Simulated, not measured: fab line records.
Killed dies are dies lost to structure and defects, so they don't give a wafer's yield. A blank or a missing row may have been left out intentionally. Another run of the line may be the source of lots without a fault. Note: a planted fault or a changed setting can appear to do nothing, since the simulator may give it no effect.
Lot-split experiment | flow sky130 | route with 708 steps; 5 lots, 23 wafers read

## THE SPLIT
At SKY_METAL4_METAL_ETCH_18 (etches the open film in Cl2/BCl3, stops on SiO2, target depth 845 nm, time 183.1 s), the setting time-s was moved away from the recipe's 183.1 s on 7 of the 23 wafers read, by -13.3% to +10.9%. This setting was run at the recipe's value on the other wafers.

Split to reading: the file shows no intervening step.

## THE READING
oes-product-au, in a.u., at SKY_METAL4_STRIP_19 (strips in O2/N2). On this fab line, fault-free wafers typically give 0.506 a.u. with a standard deviation of 0.0054 a.u.

wafer  | tool, chamber at the split | time-s as run, s | against the recipe | oes-product-au, a.u. | against lot-mates on the recipe
L074.1 | rie-metal-04, 1            | 183.1            | recipe             | 0.501                | -
L074.2 | rie-metal-04, 0            | 183.1            | recipe             | 0.496                | -
L074.5 | rie-metal-04, 1            | 183.1            | recipe             | 0.493                | -
L077.2 | rie-metal-01, 1,1,0,1      | 183.1            | recipe             | 0.508                | -
L077.3 | rie-metal-01, 1,1,0,1      | 183.1            | recipe             | 0.510                | -
L077.4 | rie-metal-01, 1,1,0,1      | 183.1            | recipe             | 0.503                | -
L077.5 | rie-metal-01, 1,1,0,1      | 183.1            | recipe             | 0.505                | -
L077.6 | rie-metal-01, 0            | 183.1            | recipe             | 0.505                | -
L078.1 | rie-metal-03, 0,1          | 158.8            | -13.3%             | 0.541                | +0.038
L078.3 | rie-metal-03, 0,1          | 158.8            | -13.3%             | 0.533                | +0.030
L078.4 | rie-metal-03, 0            | 183.1            | recipe             | 0.505                | -
L078.5 | rie-metal-03, 0            | 158.8            | -13.3%             | 0.544                | +0.041
L078.6 | rie-metal-03, 1            | 183.1            | recipe             | 0.501                | -
L080.1 | rie-metal-03, 1            | 183.1            | recipe             | 0.504                | -
L080.2 | rie-metal-03, 0            | 203.1            | +10.9%             | 0.481                | -0.021
L080.3 | rie-metal-03, 0            | 183.1            | recipe             | 0.504                | -
L080.5 | rie-metal-03, 0            | 183.1            | recipe             | 0.499                | -
L080.6 | rie-metal-03, 1            | 203.1            | +10.9%             | 0.478                | -0.024
L084.1 | rie-metal-01, 1            | 183.1            | recipe             | 0.516                | -
L084.2 | rie-metal-01, 0            | 159.1            | -13.1%             | 0.540                | +0.024
L084.3 | rie-metal-01, 0            | 183.1            | recipe             | 0.515                | -
L084.4 | rie-metal-01, 1            | 183.1            | recipe             | 0.518                | -
L084.6 | rie-metal-01, 1            | 159.1            | -13.1%             | 0.543                | +0.027
The file does not say which wafer passed through which chamber wherever a row lists several chambers: such a row stands for several wafers.

THE FIT
A straight line over all 23 wafers: oes-product-au changes by -0.00257 a.u. for each +1% of time-s; r = -0.94; the points scatter about the line by 0.0062 a.u.
The same after taking each lot's own level away (the mean of its wafers on the recipe; 23 wafers): -0.00233 a.u. for each +1%; r = -0.97; scatter 0.0039 a.u.
Per that fit: largest time-s move, reading shift of 0.031 a.u.
Across the lots, their own levels run from 0.4967 to 0.5163 a.u., a range of 3.6 times the standard deviation given above.
Hence the slope depends on the lot-to-lot level, as the two fits are not the same.
Check: for one of the wafers moved furthest among these (-13.3%), held out of the fit, the line's prediction against its lot-mates is +0.03 a.u. Against them it came out at +0.038 a.u.

## OTHER SPLITS ON THESE WAFERS
These wafers also went through other splits before the reading. Each is held against what the fit with the lots' levels taken away leaves over:
other split on the same wafers   | wafers away from the commonest value | r with oes-product-au (lot level and that fit taken away)
SKY_VIA2_ETCH_15 source-w        | 8                                    | -0.30
SKY_CAPM_SPUTTER_02 power-w      | 9                                    | +0.03
SKY_CAPM_METAL_ETCH_13 time-s    | 8                                    | +0.07
SKY_METAL3_COAT_08 resist-thk-nm | 8                                    | +0.14
SKY_METAL3_METAL_ETCH_18 icp-w   | 7                                    | -0.06
SKY_METAL4_SPUTTER_03 time-s     | 8                                    | -0.05
SKY_METAL4_SPUTTER_04 time-s     | 9                                    | -0.11

## THE WHOLE CHAIN: every reading that the file lists as answering this split, in the file's order
step                     | what it does                                                                       | reading                                                                             | change (the file's fit)                   | r (the file's)
SKY_METAL4_METAL_ETCH_18 | etches the open film in Cl2/BCl3, stops on SiO2, target depth 845 nm, time 183.1 s | KrF-thick_of_METAL4_COAT_08.thk-nm (the simulator's own value, which no gauge read) | -5.54 nm for each +1% of the setting      | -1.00
SKY_METAL4_STRIP_19      | strips in O2/N2                                                                    | oes-product-au                                                                      | -0.00228 a.u. for each +1% of the setting | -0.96
SKY_METAL4_STRIP_19      | strips in O2/N2                                                                    | strip-time-to-endpoint-s                                                            | withheld for each +1% of the setting      | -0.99

## FILE'S OWN FIT
oes-product-au changes by -0.00228 a.u. for each +1% of time-s, r = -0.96.
